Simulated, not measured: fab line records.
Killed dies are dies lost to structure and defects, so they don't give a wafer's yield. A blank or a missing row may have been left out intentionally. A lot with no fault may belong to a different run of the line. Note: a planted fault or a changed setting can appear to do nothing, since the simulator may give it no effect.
Which tool was responsible? :: flow gf180mcu :: Sampling: 14 lots, 42 wafers, 4 of 602 route steps

== WHAT THE GAUGES SHOWED, per wafer ==
GF_STI_THK_MEAS_30. Usual: STI_OXIDATION_02_THK 10.46 nm, standard deviation 0.2.
lot: L551
measured: day 2 07:24
on: filmMetro-03
STI_OXIDATION_02_THK (nm): 10.57 10.46 10.50
flag: 

lot: L552
measured: day 2 11:01
on: filmMetro-04
STI_OXIDATION_02_THK (nm): 10.21 10.32 10.31
flag: 

lot: L554
measured: day 2 20:45
on: filmMetro-04
STI_OXIDATION_02_THK (nm): 10.59 10.33 10.47
flag: 

lot: L555
measured: day 3 02:52
on: filmMetro-03
STI_OXIDATION_02_THK (nm): 10.79 10.67 10.75
flag: 

lot: L556
measured: day 3 08:47
on: filmMetro-03
STI_OXIDATION_02_THK (nm): 10.36 10.44 10.48
flag: 

lot: L557
measured: day 3 12:38
on: filmMetro-02
STI_OXIDATION_02_THK (nm): 10.34 10.62 10.44
flag: 

lot: L562
measured: day 4 20:02
on: filmMetro-02
STI_OXIDATION_02_THK (nm): 10.45 10.52 10.38
flag: 

lot: L563
measured: day 4 22:50
on: filmMetro-04
STI_OXIDATION_02_THK (nm): 10.63 10.58 10.80
flag: 

lot: L567
measured: day 5 17:56
on: filmMetro-04
STI_OXIDATION_02_THK (nm): 10.28 10.08 10.13
flag: 

lot: L568
measured: day 5 21:03
on: filmMetro-03
STI_OXIDATION_02_THK (nm): 10.21 10.24 10.22
flag: 

lot: L570
measured: day 6 08:34
on: filmMetro-03
STI_OXIDATION_02_THK (nm): 10.57 10.57 10.55
flag: 

lot: L572
measured: day 6 17:40
on: filmMetro-03
STI_OXIDATION_02_THK (nm): 10.52 10.47 10.66
flag: 

lot: L573
measured: day 6 22:37
on: filmMetro-02
STI_OXIDATION_02_THK (nm): 10.59 10.73 10.73
flag: 

lot: L574
measured: day 7 04:50
on: filmMetro-03
STI_OXIDATION_02_THK (nm): 10.49 10.70 10.52
flag: 

GF_PSD_CD_MEAS_07: the cd target is 400 nm. Usual: cdNm 399.9 nm, standard deviation 2.1.
lot: L551
measured: day 14 05:50
on: cdSem-01
cdNm (nm): 399.3 401.5 401.6
flag: 

lot: L552
measured: day 14 10:09
on: cdSem-01
cdNm (nm): 402.5 401.7 402.3
flag: 

lot: L554
measured: day 15 04:51
on: cdSem-02
cdNm (nm): 397.8 400.5 399.2
flag: 

lot: L555
measured: day 15 13:46
on: cdSem-02
cdNm (nm): 399.4 399.4 399.3
flag: 

lot: L556
measured: day 15 22:10
on: cdSem-01
cdNm (nm): 402.7 398.9 401.4
flag: 

lot: L557
measured: day 16 08:10
on: cdSem-02
cdNm (nm): 400.7 399.0 401.4
flag: 

lot: L562
measured: day 18 10:33
on: cdSem-02
cdNm (nm): 399.3 398.5 401.3
flag: 

lot: L563
measured: day 18 19:35
on: cdSem-02
cdNm (nm): 404.3 403.9 404.2
flag: 

lot: L567
measured: day 20 01:27
on: cdSem-02
cdNm (nm): 397.4 399.0 395.7
flag: 

lot: L568
measured: day 20 08:03
on: cdSem-02
cdNm (nm): 400.5 400.8 401.5
flag: 

lot: L570
measured: day 21 02:31
on: cdSem-01
cdNm (nm): 398.9 400.0 399.3
flag: 

lot: L572
measured: day 21 17:41
on: cdSem-02
cdNm (nm): 395.7 394.5 394.8
flag: 

lot: L573
measured: day 22 00:44
on: cdSem-02
cdNm (nm): 397.3 396.5 398.0
flag: 

lot: L574
measured: day 22 11:57
on: cdSem-02
cdNm (nm): 399.9 400.7 401.0
flag: 

GF_PSD_TW_MEAS_11. Usual: PSD_TW 3191, standard deviation 37.
lot: L551
measured: day 14 06:14
on: filmMetro-02
PSD_TW: 3199 3191 3203
flag: 

lot: L552
measured: day 14 10:32
on: filmMetro-03
PSD_TW: 3158 3141 3137
flag: 

lot: L554
measured: day 15 05:14
on: filmMetro-02
PSD_TW: 3243 3243 3237
flag: 

lot: L555
measured: day 15 14:08
on: filmMetro-03
PSD_TW: 3105 3103 3088
flag: 

lot: L556
measured: day 15 22:33
on: filmMetro-02
PSD_TW: 3231 3235 3237
flag: 

lot: L557
measured: day 16 08:34
on: filmMetro-02
PSD_TW: 3246 3237 3242
flag: 

lot: L562
measured: day 18 10:58
on: filmMetro-01
PSD_TW: 3203 3208 3191
flag: 

lot: L563
measured: day 18 20:15
on: filmMetro-01
PSD_TW: 3199 3189 3183
flag: 

lot: L567
measured: day 20 01:52
on: filmMetro-01
PSD_TW: 3196 3179 3183
flag: 

lot: L568
measured: day 20 08:28
on: filmMetro-03
PSD_TW: 3141 3154 3153
flag: 

lot: L570
measured: day 21 02:55
on: filmMetro-02
PSD_TW: 3230 3244 3245
flag: 

lot: L572
measured: day 21 18:05
on: filmMetro-01
PSD_TW: 3215 3221 3211
flag: 

lot: L573
measured: day 22 01:08
on: filmMetro-02
PSD_TW: 3242 3230 3238
flag: 

lot: L574
measured: day 22 12:22
on: filmMetro-02
PSD_TW: 3233 3225 3234
flag: 

== WHICH TOOL RAN EACH LOT (tool, then ch and the chambers of the sampled wafers, then the start) ==
lot: L551
GF_POLY_GATE_PEB_08: lithoTrack-04 ch 0, day 9 03:59

lot: L552
GF_POLY_GATE_PEB_08: lithoTrack-03 ch 0, day 9 09:27

lot: L554
GF_POLY_GATE_PEB_08: lithoTrack-01 ch 0, day 10 02:10

lot: L555
GF_POLY_GATE_PEB_08: lithoTrack-03 ch 0, day 10 08:07

lot: L556
GF_POLY_GATE_PEB_08: lithoTrack-04 ch 0, day 10 16:47

lot: L557
GF_POLY_GATE_PEB_08: lithoTrack-03 ch 0, day 10 22:57

lot: L562
GF_POLY_GATE_PEB_08: lithoTrack-04 ch 0, day 12 19:53

lot: L563
GF_POLY_GATE_PEB_08: lithoTrack-04 ch 0, day 13 01:04

lot: L567
GF_POLY_GATE_PEB_08: lithoTrack-03 ch 0, day 14 02:10

lot: L568
GF_POLY_GATE_PEB_08: lithoTrack-03 ch 0, day 14 07:49

lot: L570
GF_POLY_GATE_PEB_08: lithoTrack-03 ch 0, day 14 20:19

lot: L572
GF_POLY_GATE_PEB_08: lithoTrack-03 ch 0, day 15 14:43

lot: L573
GF_POLY_GATE_PEB_08: lithoTrack-03 ch 0, day 15 20:14

lot: L574
GF_POLY_GATE_PEB_08: lithoTrack-03 ch 0, day 16 06:07
- GF_POLY_GATE_PEB_08: peb time 90 s.

== AS READ BY THE TOOLS THEMSELVES (means over the sampled wafers that have a number; for cases with no such wafer, the mark the record gives instead) ==
GF_POLY_GATE_PEB_08. Usual: heaterPowerTotalW 85.70 W, standard deviation 0.079.
lot: L551
tool: lithoTrack-04
heaterPowerTotalW (W): 85.63
flag: 

lot: L552
tool: lithoTrack-03
heaterPowerTotalW (W): 85.71
flag: 

lot: L554
tool: lithoTrack-01
heaterPowerTotalW (W): 85.73
flag: 

lot: L555
tool: lithoTrack-03
heaterPowerTotalW (W): 85.65
flag: 

lot: L556
tool: lithoTrack-04
heaterPowerTotalW (W): 85.69
flag: 

lot: L557
tool: lithoTrack-03
heaterPowerTotalW (W): 85.75
flag: 

lot: L562
tool: lithoTrack-04
heaterPowerTotalW (W): 87.20
flag: OFF

lot: L563
tool: lithoTrack-04
heaterPowerTotalW (W): 87.28
flag: OFF

lot: L567
tool: lithoTrack-03
heaterPowerTotalW (W): 85.67
flag: 

lot: L568
tool: lithoTrack-03
heaterPowerTotalW (W): 85.63
flag: 

lot: L570
tool: lithoTrack-03
heaterPowerTotalW (W): 85.71
flag: 

lot: L572
tool: lithoTrack-03
heaterPowerTotalW (W): 85.66
flag: 

lot: L573
tool: lithoTrack-03
heaterPowerTotalW (W): 85.79
flag: 

lot: L574
tool: lithoTrack-03
heaterPowerTotalW (W): 85.65
flag: 

== THE ANSWER, worked out from the rows above alone ==
Rule: lot off if the mean of its wafers having a number is beyond 3 standard deviations from the usual mean. Also off: a lot with no number at a reading for which 4 or more lots have one. The other lots that the step has rows for count as sound. Order of review: gauges by route order, followed by the tools' own readings, for which a lot's mean as printed above is used. At the first step where some lot is off, the reading lying furthest off is the one used; lots without a number count as furthest.
Off: L562, L563, at GF_POLY_GATE_PEB_08 (heaterPowerTotalW).
If a tool, at that step or one of the process steps before it, ran each lot that is off and ran no sound lot following the first of them, it fits. One fits: GF_POLY_GATE_PEB_08 on lithoTrack-04. Its last sound lot is L556 (day 10 16:47), its first lot that is off L562 (day 12 19:53): a fault that began between those two fits.
The tool's own readings at GF_POLY_GATE_PEB_08 bear it out: on the lots that are off they differ by more than 5 times the standard deviation of the sound lots' means. heaterPowerTotalW reads 87.24 W there against 85.69 W on the sound lots.

== WHAT WAS PUT IN BY THE SIMULATOR ==
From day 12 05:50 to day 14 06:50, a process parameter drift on lithoTrack-04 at GF_POLY_GATE_PEB_08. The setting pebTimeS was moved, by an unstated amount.
Shown lots that were struck: L562, L563. The same result came from the rule above.
